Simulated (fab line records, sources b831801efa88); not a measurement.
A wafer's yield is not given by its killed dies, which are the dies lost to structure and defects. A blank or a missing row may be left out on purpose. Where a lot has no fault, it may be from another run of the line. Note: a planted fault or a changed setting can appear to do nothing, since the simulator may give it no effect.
The tool behind it: which one?	flow gf180mcu	39 wafers from 13 lots sampled at 4 of the route's 602 steps

== WHAT THE GAUGES READ, wafer by wafer ==
GF_VT_IMPLANT_TW_MEAS_10.
lot	measured	on	VT_IMPLANT_TW
L470	day 5 12:23	film-metro-02	556.0 554.6 554.8
L471	day 5 22:16	film-metro-01	561.8 560.3 561.3
L472	day 6 01:33	film-metro-03	562.3 559.4 562.5
L475	day 7 00:56	film-metro-03	562.6 563.7 562.4
L476	day 7 09:24	film-metro-03	566.8 562.9 563.2
L477	day 7 16:28	film-metro-03	566.9 565.5 566.6
L478	day 7 19:25	film-metro-01	561.3 562.3 559.1
L480	day 8 03:17	film-metro-01	566.7 568.7 567.3
L482	day 8 18:24	film-metro-02	555.9 560.2 562.3
L483	day 8 23:21	film-metro-01	563.6 566.3 567.0
L484	day 9 10:31	film-metro-02	563.1 561.9 561.0
L487	day 9 23:12	film-metro-03	560.1 558.6 562.0
L492	day 11 07:22	film-metro-02	561.1 561.4 562.6

GF_VT_IMPLANT_RS_MEAS_47: measurement is done with a four-point probe.
lot	measured	on	NWELL_RS (ohm/sq)
L470	day 7 09:28	film-metro-04	489.6 488.0 488.5
L471	day 7 21:44	film-metro-04	486.8 488.2 485.9
L472	day 8 01:41	film-metro-03	488.2 486.8 485.7
L475	day 9 03:22	film-metro-02	487.3 488.6 489.5
L476	day 9 12:42	film-metro-04	486.8 487.1 487.4
L477	day 9 21:22	film-metro-04	488.2 485.6 486.6
L478	day 9 22:04	film-metro-02	486.3 487.6 485.9
L480	day 10 07:37	film-metro-03	486.7 486.7 487.9
L482	day 11 01:40	film-metro-02	488.7 488.3 489.0
L483	day 11 04:23	film-metro-03	490.9 489.4 488.3
L484	day 11 18:25	film-metro-03	488.5 487.2 488.7
L487	day 12 06:54	film-metro-02	486.8 486.8 486.0
L492	day 13 17:52	film-metro-02	488.1 488.0 487.0

GF_POLY_GATE_OVL_MEAS_11.
lot	measured	on	POLY_GATE_OVL (nm)
L470	day 8 23:20	overlay-01	-2 -5 -4
L471	day 9 12:56	overlay-02	3 2 -1
L472	day 9 17:17	overlay-02	-1 -4 -2
L475	day 10 22:56	overlay-02	-5 3 4
L476	day 11 08:08	overlay-02	3 2 2
L477	day 11 15:50	overlay-01	-10 -3 -4
L478	day 11 18:14	overlay-02	0 -3 4
L480	day 12 02:27	overlay-01	-2 6 7
L482	day 12 22:35	overlay-02	-4 0 -1
L483	day 13 00:02	overlay-02	-2 0 -1
L484	day 13 16:02	overlay-02	10 13 9
L487	day 14 08:44	overlay-02	6 1 12
L492	day 15 16:14	overlay-02	10 4 1

== WHICH TOOL RAN EACH LOT (tool, then ch and the chambers of the sampled wafers, then the start) ==
lot	GF_DUAL_GATE_SOFTBAKE_07
L470	litho-track-01 ch 0, day 7 19:31
L471	litho-track-04 ch 0, day 8 08:04
L472	litho-track-02 ch 0, day 8 12:17
L475	litho-track-04 ch 0, day 9 14:22
L476	litho-track-04 ch 0, day 10 00:34
L477	litho-track-02 ch 0, day 10 07:44
L478	litho-track-04 ch 0, day 10 09:43
L480	litho-track-02 ch 0, day 10 19:21
L482	litho-track-02 ch 0, day 11 13:11
L483	litho-track-04 ch 0, day 11 16:11
L484	litho-track-04 ch 0, day 12 06:22
L487	litho-track-04 ch 0, day 12 21:29
L492	litho-track-02 ch 0, day 14 05:51
- GF_DUAL_GATE_SOFTBAKE_07: time 60 s.

== AS READ BY THE TOOLS THEMSELVES (means over the sampled wafers that have a number; for cases with no such wafer, the mark the record gives instead) ==
GF_DUAL_GATE_SOFTBAKE_07.
lot	tool	run-length-s (s)
L470	litho-track-01	89.34
L471	litho-track-04	88.83
L472	litho-track-02	89.29
L475	litho-track-04	88.96
L476	litho-track-04	88.85
L477	litho-track-02	89.30
L478	litho-track-04	88.90
L480	litho-track-02	89.20
L482	litho-track-02	89.29
L483	litho-track-04	89.00
L484	litho-track-04	89.01
L487	litho-track-04	100.71
L492	litho-track-02	89.23

== THE ANSWER, worked out from the rows above alone ==
Rule: the lots themselves supply what counts as usual. The widest of any qualifying gaps counts: lots, ordered by their means at a reading, are off when they make up no more than a third of the lots, leave a main group of 4 or more, and stand apart from it by 3 or more times the standard deviation of that group's means. If all means in a main group match to the digits the tables above print for the reading, that group is not used. A lot without any number at a reading at which 4 lots or more have one is off too. Any other lot the step has rows for is counted as sound. After the gauges, taken in route order, come the tools' own readings; for these a lot's mean is taken, as printed above. The first step at which some lot is off is used, and at that step the reading that is off furthest; a lot without a number counts as furthest.
Off: L487, at GF_DUAL_GATE_SOFTBAKE_07 (run-length-s). The main group has a mean of 89.10 s with a standard deviation of 0.18.
If a tool, at that step or one of the process steps before it, ran each lot that is off and ran no sound lot following the first of them, it fits. One fits: litho-track-04 at GF_DUAL_GATE_SOFTBAKE_07. Its last sound lot is L484 (day 12 06:22), its first lot that is off L487 (day 12 21:29): a fault that began between those two fits.
The tool's own readings at GF_DUAL_GATE_SOFTBAKE_07 bear it out: on the lots that are off they differ by more than 5 times the standard deviation of the sound lots' means. run-length-s reads 100.71 s there against 89.10 s on the sound lots.

== WHAT THE SIMULATOR HAD PUT IN ==
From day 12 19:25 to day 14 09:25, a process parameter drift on litho-track-04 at GF_DUAL_GATE_SOFTBAKE_07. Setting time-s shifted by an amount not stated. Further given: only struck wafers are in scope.
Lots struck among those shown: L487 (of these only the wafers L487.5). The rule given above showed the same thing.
